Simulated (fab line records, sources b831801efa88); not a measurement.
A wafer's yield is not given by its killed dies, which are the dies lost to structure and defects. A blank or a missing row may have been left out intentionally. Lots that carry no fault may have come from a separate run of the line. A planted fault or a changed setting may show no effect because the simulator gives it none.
Matching of chambers :: flow sky130 :: SKY_FIELD_ISO_ETCH_17 on rie_si-02 has 4 sister chambers
The step etches Si in HBr/Cl2/O2, target depth 342 nm, time 97.7 s. 14 wafers are shown with their chamber, then 7 later ones without.

EACH WAFER AND ITS CHAMBER
wafer: L781.1
chamber: 1
drypump_motor_current_A (A): 6.0
oes_product_au (a.u.): 0.984
throttle_valve_pct (%): 25.669

wafer: L781.2
chamber: 0
drypump_motor_current_A (A): 5.7
oes_product_au (a.u.): 0.998
throttle_valve_pct (%): 25.646

wafer: L781.5
chamber: 3
drypump_motor_current_A (A): 5.6
oes_product_au (a.u.): 1.010
throttle_valve_pct (%): 25.653

wafer: L784.1
chamber: 3
drypump_motor_current_A (A): 5.6
oes_product_au (a.u.): 1.010
throttle_valve_pct (%): 25.648

wafer: L784.3
chamber: 1
drypump_motor_current_A (A): 6.0
oes_product_au (a.u.): 0.989
throttle_valve_pct (%): 25.654

wafer: L784.6
chamber: 1
drypump_motor_current_A (A): 5.9
oes_product_au (a.u.): 0.986
throttle_valve_pct (%): 25.652

wafer: L795.2
chamber: 3
drypump_motor_current_A (A): 5.6
oes_product_au (a.u.): 1.009
throttle_valve_pct (%): 25.648

wafer: L795.5
chamber: 1
drypump_motor_current_A (A): 6.0
oes_product_au (a.u.): 0.993
throttle_valve_pct (%): 25.672

wafer: L795.6
chamber: 0
drypump_motor_current_A (A): 5.8
oes_product_au (a.u.): 1.011
throttle_valve_pct (%): 25.662

wafer: L796.2
chamber: 1
drypump_motor_current_A (A): 6.0
oes_product_au (a.u.): 0.992
throttle_valve_pct (%): 25.663

wafer: L796.4
chamber: 3
drypump_motor_current_A (A): 5.6
oes_product_au (a.u.): 1.008
throttle_valve_pct (%): 25.629

wafer: L796.6
chamber: 2
drypump_motor_current_A (A): 5.3
oes_product_au (a.u.): 1.003
throttle_valve_pct (%): 25.664

wafer: L798.3
chamber: 1
drypump_motor_current_A (A): 6.0
oes_product_au (a.u.): 1.004
throttle_valve_pct (%): 25.660

wafer: L798.4
chamber: 3
drypump_motor_current_A (A): 5.6
oes_product_au (a.u.): 1.013
throttle_valve_pct (%): 25.648

SIGNATURES, as means of the wafers listed above
reading: drypump_motor_current_A
chamber 0: 5.750
chamber 1: 5.983
chamber 2: 5.300
chamber 3: 5.600
scatter within a chamber: 0.0365

reading: oes_product_au
chamber 0: 1.00450
chamber 1: 0.99133
chamber 2: 1.00300
chamber 3: 1.01000
scatter within a chamber: 0.00591

reading: throttle_valve_pct
chamber 0: 25.65400
chamber 1: 25.66167
chamber 2: 25.66400
chamber 3: 25.64520
scatter within a chamber: 0.0089
Rule: distance of a wafer from a chamber = root of the sum over the readings of ((wafer's reading minus chamber's mean) / reading's scatter) squared. The wafer belongs to the nearest chamber; if the next one is less than 2 further off, it can't be placed. The scatter is the square root of a quotient: the sum, over the shown wafers, of each reading's squared deviation from its chamber's mean, divided by wafers minus chambers.

WAFERS WITHOUT THEIR CHAMBER
wafer: L798.6
drypump_motor_current_A (A): 5.9
oes_product_au (a.u.): 0.998
throttle_valve_pct (%): 25.669

wafer: L799.1
drypump_motor_current_A (A): 5.8
oes_product_au (a.u.): 1.004
throttle_valve_pct (%): 25.651

wafer: L799.3
drypump_motor_current_A (A): 5.3
oes_product_au (a.u.): 1.022
throttle_valve_pct (%): 25.647

wafer: L799.4
drypump_motor_current_A (A): 5.6
oes_product_au (a.u.): 1.014
throttle_valve_pct (%): 25.653

wafer: L800.2
drypump_motor_current_A (A): 5.3
oes_product_au (a.u.): 1.009
throttle_valve_pct (%): 25.652

wafer: L800.3
drypump_motor_current_A (A): 5.8
oes_product_au (a.u.): 1.007
throttle_valve_pct (%): 25.639

wafer: L800.6
drypump_motor_current_A (A): 5.8
oes_product_au (a.u.): 1.000
throttle_valve_pct (%): 25.668

WHICH CHAMBER EACH ONE RAN IN
wafer: L798.6
from the rows above: can't be placed: 1 or 0
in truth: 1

wafer: L799.1
from the rows above: 0
in truth: 0

wafer: L799.3
from the rows above: 2
in truth: 2

wafer: L799.4
from the rows above: 3
in truth: 3

wafer: L800.2
from the rows above: 2
in truth: 2

wafer: L800.3
from the rows above: 0
in truth: 0

wafer: L800.6
from the rows above: 0
in truth: 0
Correct placement for 6 of the 7. Unplaceable from these rows: 1, with the true chamber sitting among the candidates in 1. 0 placed wrongly.
